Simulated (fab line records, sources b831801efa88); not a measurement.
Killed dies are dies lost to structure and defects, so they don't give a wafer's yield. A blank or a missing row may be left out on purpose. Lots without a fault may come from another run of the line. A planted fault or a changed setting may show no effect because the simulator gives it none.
Which tool did it? | flow gf180mcu | 24 lots, 72 wafers sampled, at 4 steps of a route of 602

WHAT THE GAUGES READ, wafer by wafer
GF_M1_RS_MEAS_05: measures by four-point-probe.
lot  | measured     | on            | M1_ALCU_RS (ohm/sq)
L074 | day 16 05:43 | film_metro-03 | 0.0680 0.0699 0.0697
L075 | day 16 11:19 | film_metro-03 | 0.0704 0.0692 0.0698
L076 | day 16 19:45 | film_metro-03 | 0.0693 0.0695 0.0694
L077 | day 17 15:36 | film_metro-04 | 0.0689 0.0684 0.0685
L078 | day 18 02:12 | film_metro-04 | 0.0684 0.0684 0.0684
L079 | day 18 04:16 | film_metro-01 | 0.0683 0.0694 0.0688
L080 | day 18 09:20 | film_metro-01 | 0.0682 0.0681 0.0685
L081 | day 19 00:11 | film_metro-01 | 0.0703 0.0707 0.0701
L082 | day 19 10:18 | film_metro-01 | 0.0686 0.0690 0.0700
L083 | day 19 19:48 | film_metro-01 | 0.0712 0.0713 0.0714
L084 | day 19 23:21 | film_metro-04 | 0.0711 0.0699 0.0697
L085 | day 20 04:20 | film_metro-01 | 0.0691 0.0703 0.0699
L086 | day 20 17:37 | film_metro-03 | 0.0693 0.0703 0.0704
L087 | day 21 02:25 | film_metro-01 | 0.0706 0.0704 0.0692
L088 | day 21 12:09 | film_metro-04 | 0.0709 0.0706 0.0693
L089 | day 21 19:59 | film_metro-01 | 0.0691 0.0685 0.0693
L090 | day 22 03:41 | film_metro-04 | 0.0699 0.0690 0.0690
L091 | day 22 10:11 | film_metro-04 | 0.0694 0.0683 0.0689
L092 | day 22 17:55 | film_metro-04 | 0.0692 0.0691 0.0686
L093 | day 23 03:17 | film_metro-03 | 0.0683 0.0682 0.0682
L094 | day 23 09:14 | film_metro-04 | 0.0687 0.0691 0.0689
L095 | day 23 19:43 | film_metro-04 | 0.0676 0.0692 0.0692
L096 | day 23 23:19 | film_metro-04 | 0.0708 0.0706 0.0709
L097 | day 24 09:43 | film_metro-01 | 0.0692 0.0684 0.0684

WHICH TOOL RAN EACH LOT (tool, then ch and the chambers of the sampled wafers, then the start)
lot  | GF_HV_LDD_ETCHBACK_58              | GF_SALICIDE_RTA_08               | GF_CONTACT_SPUTTER_22
L074 | rie_diel-04 ch 1,2,3, day 12 14:50 | rtp_anneal-02 ch 0, day 15 06:35 | pvd_sputter-04, day 16 04:49
L075 | rie_diel-04 ch 0,2, day 12 18:46   | rtp_anneal-02 ch 0, day 15 11:25 | pvd_sputter-01, day 16 10:22
L076 | rie_diel-04 ch 1,2,3, day 13 03:08 | rtp_anneal-02 ch 0, day 15 19:24 | pvd_sputter-01, day 16 18:50
L077 | rie_diel-04 ch 0,2, day 13 18:48   | rtp_anneal-02 ch 0, day 16 14:24 | pvd_sputter-04, day 17 14:42
L078 | rie_diel-01 ch 0,2,3, day 14 04:59 | rtp_anneal-02 ch 0, day 17 00:15 | pvd_sputter-04, day 18 01:03
L079 | rie_diel-01 ch 0,3, day 14 08:06   | rtp_anneal-02 ch 0, day 17 02:32 | pvd_sputter-02, day 18 03:22
L080 | rie_diel-04 ch 0,1, day 14 12:43   | rtp_anneal-01 ch 0, day 17 07:59 | pvd_sputter-04, day 18 08:26
L081 | rie_diel-04 ch 0,2,3, day 15 01:29 | rtp_anneal-02 ch 0, day 17 21:53 | pvd_sputter-01, day 18 23:17
L082 | rie_diel-02 ch 0,1,3, day 15 10:25 | rtp_anneal-02 ch 0, day 18 08:11 | pvd_sputter-04, day 19 09:24
L083 | rie_diel-02 ch 0,1, day 15 19:03   | rtp_anneal-01 ch 0, day 18 16:26 | pvd_sputter-01, day 19 18:50
L084 | rie_diel-04 ch 2,3, day 15 21:29   | rtp_anneal-02 ch 0, day 18 20:33 | pvd_sputter-01, day 19 22:27
L085 | rie_diel-01 ch 1,2, day 16 02:06   | rtp_anneal-02 ch 0, day 19 01:47 | pvd_sputter-02, day 20 03:25
L086 | rie_diel-04 ch 1,2,3, day 16 16:05 | rtp_anneal-01 ch 0, day 19 15:20 | pvd_sputter-02, day 20 16:32
L087 | rie_diel-04 ch 0,1, day 16 22:22   | rtp_anneal-02 ch 0, day 19 23:17 | pvd_sputter-01, day 21 01:29
L088 | rie_diel-02 ch 1,2, day 17 06:49   | rtp_anneal-01 ch 0, day 20 09:38 | pvd_sputter-04, day 21 11:13
L089 | rie_diel-02 ch 0,3, day 17 16:31   | rtp_anneal-01 ch 0, day 20 17:17 | pvd_sputter-01, day 21 19:04
L090 | rie_diel-04 ch 0,2,3, day 17 23:44 | rtp_anneal-01 ch 0, day 21 01:27 | pvd_sputter-02, day 22 02:47
L091 | rie_diel-02 ch 0,1,3, day 18 05:50 | rtp_anneal-02 ch 0, day 21 07:58 | pvd_sputter-01, day 22 09:14
L092 | rie_diel-02 ch 0,1,2, day 18 13:22 | rtp_anneal-01 ch 0, day 21 16:00 | pvd_sputter-01, day 22 17:00
L093 | rie_diel-04 ch 1,2,3, day 18 22:30 | rtp_anneal-01 ch 0, day 22 01:36 | pvd_sputter-04, day 23 02:22
L094 | rie_diel-04 ch 1,2,3, day 19 05:16 | rtp_anneal-01 ch 0, day 22 07:51 | pvd_sputter-04, day 23 08:19
L095 | rie_diel-02 ch 1,2, day 19 17:00   | rtp_anneal-02 ch 0, day 22 18:37 | pvd_sputter-04, day 23 18:48
L096 | rie_diel-01 ch 0,1,3, day 19 20:54 | rtp_anneal-01 ch 0, day 22 22:22 | pvd_sputter-02, day 23 22:23
L097 | rie_diel-02 ch 0,1,3, day 20 10:52 | rtp_anneal-02 ch 0, day 23 11:02 | pvd_sputter-01, day 24 08:49
- GF_HV_LDD_ETCHBACK_58: etches Si3N4 in CH3F/O2, stops on SiO2, time 100 s, target depth 90 nm.
- GF_SALICIDE_RTA_08: time 30 s.
- GF_CONTACT_SPUTTER_22: material Ti, target thk 15 nm, time 80.02 s.

WHAT THE TOOLS THEMSELVES READ (means of the sampled wafers that have a number; where no wafer has one, the mark that the record gives instead)
GF_HV_LDD_ETCHBACK_58.
lot  | tool        | drypump_motor_current_A (A) | oes_product_au (a.u.) | throttle_valve_pct (%)
L074 | rie_diel-04 | 5.6                         | 0.826                 | 10.555
L075 | rie_diel-04 | 5.8                         | 0.841                 | 10.562
L076 | rie_diel-04 | 5.6                         | 0.825                 | 10.558
L077 | rie_diel-04 | 6.2                         | 0.838                 | 10.564
L078 | rie_diel-01 | 5.5                         | 0.842                 | 10.561
L079 | rie_diel-01 | 5.6                         | 0.840                 | 10.558
L080 | rie_diel-04 | 5.9                         | 0.841                 | 10.557
L081 | rie_diel-04 | 6.0                         | 0.841                 | 10.556
L082 | rie_diel-02 | 5.6                         | 0.840                 | 10.557
L083 | rie_diel-02 | 5.9                         | 0.844                 | 10.562
L084 | rie_diel-04 | 5.7                         | 0.839                 | 10.559
L085 | rie_diel-01 | 5.8                         | 0.848                 | 10.557
L086 | rie_diel-04 | 5.6                         | 0.840                 | 10.557
L087 | rie_diel-04 | 6.3                         | 0.836                 | 10.567
L088 | rie_diel-02 | 5.6                         | 0.834                 | 10.560
L089 | rie_diel-02 | 5.5                         | 0.842                 | 10.559
L090 | rie_diel-04 | 6.0                         | 0.851                 | 10.560
L091 | rie_diel-02 | 5.6                         | 0.842                 | 10.555
L092 | rie_diel-02 | 5.7                         | 0.845                 | 10.565
L093 | rie_diel-04 | 5.6                         | 0.837                 | 10.561
L094 | rie_diel-04 | 5.6                         | 0.852                 | 10.558
L095 | rie_diel-02 | 5.6                         | 0.851                 | 10.566
L096 | rie_diel-01 | 5.6                         | 0.840                 | 10.558
L097 | rie_diel-02 | 5.6                         | 0.840                 | 10.562

GF_SALICIDE_RTA_08.
lot  | tool          | lamp_power_pct (%) | wafer_temp_C_max
L074 | rtp_anneal-02 | 21.0               | 803.8
L075 | rtp_anneal-02 | 21.0               | 803.2
L076 | rtp_anneal-02 | 21.0               | 803.6
L077 | rtp_anneal-02 | 21.0               | 803.4
L078 | rtp_anneal-02 | 21.0               | 802.6
L079 | rtp_anneal-02 | 21.0               | 803.1
L080 | rtp_anneal-01 | 17.4               | 804.8
L081 | rtp_anneal-02 | 21.0               | 803.6
L082 | rtp_anneal-02 | 21.0               | 803.2
L083 | rtp_anneal-01 | 17.4               | 804.1
L084 | rtp_anneal-02 | 21.0               | 802.6
L085 | rtp_anneal-02 | 21.0               | 802.9
L086 | rtp_anneal-01 | 17.4               | 805.0
L087 | rtp_anneal-02 | 21.0               | 803.2
L088 | rtp_anneal-01 | 17.4               | 805.0
L089 | rtp_anneal-01 | 17.4               | 804.6
L090 | rtp_anneal-01 | 17.3               | 804.1
L091 | rtp_anneal-02 | 21.0               | 804.3
L092 | rtp_anneal-01 | 17.4               | 804.3
L093 | rtp_anneal-01 | 17.4               | 803.8
L094 | rtp_anneal-01 | 17.4               | 804.6
L095 | rtp_anneal-02 | 21.0               | 803.4
L096 | rtp_anneal-01 | 17.4               | 804.9
L097 | rtp_anneal-02 | 21.0               | 803.4

GF_CONTACT_SPUTTER_22.
lot  | tool           | throttle_valve_pct (%)
L074 | pvd_sputter-04 | 31.0
L075 | pvd_sputter-01 | 30.5
L076 | pvd_sputter-01 | 29.5
L077 | pvd_sputter-04 | 31.4
L078 | pvd_sputter-04 | 30.3
L079 | pvd_sputter-02 | 30.0
L080 | pvd_sputter-04 | 30.7
L081 | pvd_sputter-01 | 29.5
L082 | pvd_sputter-04 | 31.8
L083 | pvd_sputter-01 | 29.6
L084 | pvd_sputter-01 | 29.8
L085 | pvd_sputter-02 | 30.9
L086 | pvd_sputter-02 | 31.4
L087 | pvd_sputter-01 | 29.9
L088 | pvd_sputter-04 | 31.5
L089 | pvd_sputter-01 | 30.1
L090 | pvd_sputter-02 | 30.2
L091 | pvd_sputter-01 | 29.5
L092 | pvd_sputter-01 | 30.2
L093 | pvd_sputter-04 | 30.8
L094 | pvd_sputter-04 | 30.1
L095 | pvd_sputter-04 | 31.4
L096 | pvd_sputter-02 | 30.6
L097 | pvd_sputter-01 | 30.1

THE ANSWER, worked out from the rows above alone
Rule: what is usual is taken from the lots themselves. Put in order of their means at a reading, lots are off if they are a third of the lots or fewer, leave a main group of 4 or more, and stand apart from it by a gap of 3 or more times the standard deviation of the main group's means; of several such gaps the widest counts. A main group whose means are all the same, to the digits that the tables above print for the reading, isn't used. A lot without any number at a reading at which 4 lots or more have one is off too. The other lots that the step has rows for count as sound. The gauges are gone through in route order, then the tools' own readings, and for those a lot's mean is taken as printed above. The first step at which some lot is off is used, and at that step the reading that is off furthest; a lot without a number counts as furthest.
No lot is off at any reading shown: from this, nothing can be told.

WHAT THE SIMULATOR HAD PUT IN
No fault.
